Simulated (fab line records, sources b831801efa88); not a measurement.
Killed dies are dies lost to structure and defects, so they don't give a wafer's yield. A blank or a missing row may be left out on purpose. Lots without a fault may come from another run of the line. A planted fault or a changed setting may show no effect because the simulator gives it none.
A struck lot beside a sound one | flow sky130 | 15 steps out of a route of 708
Sound: wafers L731.3, L731.5, L731.6. Struck: wafers L745.2, L745.3, L745.6. The cause comes at the end.
At each step with rows: each side's tool, then ch and its chambers, then its first start. Under that, the readings that differ: sound wafers | struck wafers | difference of the means | sigmas: that difference in standard deviations of wafers without a fault.
alike: readings whose means differ by less than 2 such deviations, and words and numbers that are the same on both sides. not compared: withheld readings, readings that some wafer has no value for, bounds like >300 that may hide the same value, and numbers for which the record gives no deviation and whose values overlap.
The two part at a step that has a row with sigmas, a row that says differs or no value, or rows on one side only. Numbers that don't overlap but have no deviation are shown without sigmas and don't part them. A reading that every wafer of one side lacks parts them only if that side has two wafers or more.

first, 1 step without rows for these wafers: SKY_PWDE_IMPLANT_08.
SKY_PWDE_STRIP_09: strips in O2/N2.
  sound on plasma_asher-04 ch 0,1, day 4 04:16; struck on plasma_asher-02 ch 1, day 7 12:16
  alike: drypump_motor_current_A, oes_product_au, strip_time_to_endpoint_s
  not compared: rf_hours_counter_h
SKY_PWDE_TW_MEAS_10:
  sound on film_metro-04, day 4 04:20; struck on film_metro-01, day 7 12:23
  alike: PWDE_TW
then, 7 steps without rows for these wafers: SKY_NWELL_DEHYDRATE_03 (time 60 s); SKY_NWELL_HMDS_04 (prime time 60 s); SKY_NWELL_COAT_05 (resist thk 3000 nm); SKY_NWELL_SOFTBAKE_06; SKY_NWELL_EXPOSE_07 (exposes mask NWM, target cd 840 nm); SKY_NWELL_PEB_08; SKY_NWELL_DEVELOP_09 (develop time 60 s).
SKY_NWELL_OVL_MEAS_10:
  sound on overlay-01, day 4 21:03; struck on overlay-02, day 8 08:26
  alike: NWELL_00_OVL
then, 1 step without rows for these wafers: SKY_NWELL_IMPLANT_11.
SKY_NWELL_IMPLANT_12:
  sound on implanter-02 ch 0, day 4 21:16; struck on implanter-04 ch 0, day 8 08:39
  reading                  | sound             | struck            | difference | sigmas
  implant_ion_amu          | 31 31 31          | 75 75 75          | +44        |
  model.implant.rp_nm (nm) | 150.3 150.3 150.3 | 67.14 67.14 67.14 | -83.16     |
  alike: beam_energy_keV, beam_on_s, dose_ions_cm2
then, 1 step without rows for these wafers: SKY_NWELL_IMPLANT_13.
-- the record jumps here: 43 days lie between the struck wafers' starts before and after (it left off in module NWELL and takes up again in module PAD_OPEN, whose first step shown is number 708 of the route) --
SKY_PAD_OPEN_PROBE_99:
  sound on prober-01, day 46 20:03; struck on prober-01, day 51 10:55
  reading                                | sound                         | struck                        | difference | sigmas
  model.etest.nfet_16v.r_on_ohm_um       | 1.408e+04 1.414e+04 1.406e+04 | 1.304e+04 1.312e+04 1.316e+04 | -9.867e+02 |
  model.etest.tip_p.rs_ohm_sq            | 6846 6858 6897                | 7594 7626 7570                | +730       |
  model.etest.pfet_g5v0d10v5.r_on_ohm_um | 4615 4750 4694                | 5278 5307 5290                | +605       |
  model.etest.pfet_16v.r_on_ohm_um       | 1.479e+04 1.51e+04 1.484e+04  | 1.548e+04 1.576e+04 1.546e+04 | +6.567e+02 |
  model.etest.pfet_01v8.r_on_ohm_um      | 2928 2927 2850                | 3206 3168 3097                | +255       |
  model.etest.tip_p_5v.rs_ohm_sq         | 2841 2822 2838                | 2959 2948 2956                | +121       |
  model.etest.pfet_g5v0d10v5.drive_ua_um | 353.8 340.6 342.9             | 309.9 304.4 305               | -39.3      |
  model.etest.pfet_01v8_lvt.drive_ua_um  | 174.9 174.2 176.9             | 138.9 139 139.2               | -36.3      |
  alike: killed_at_M0_to_M3, killed_at_M4_up, killed_at_contacts, killed_at_front_end, killed_at_other, killed_dies, killed_open, killed_short

WHERE THEY PART
Nowhere in this record.

WHY: what the simulator had put in
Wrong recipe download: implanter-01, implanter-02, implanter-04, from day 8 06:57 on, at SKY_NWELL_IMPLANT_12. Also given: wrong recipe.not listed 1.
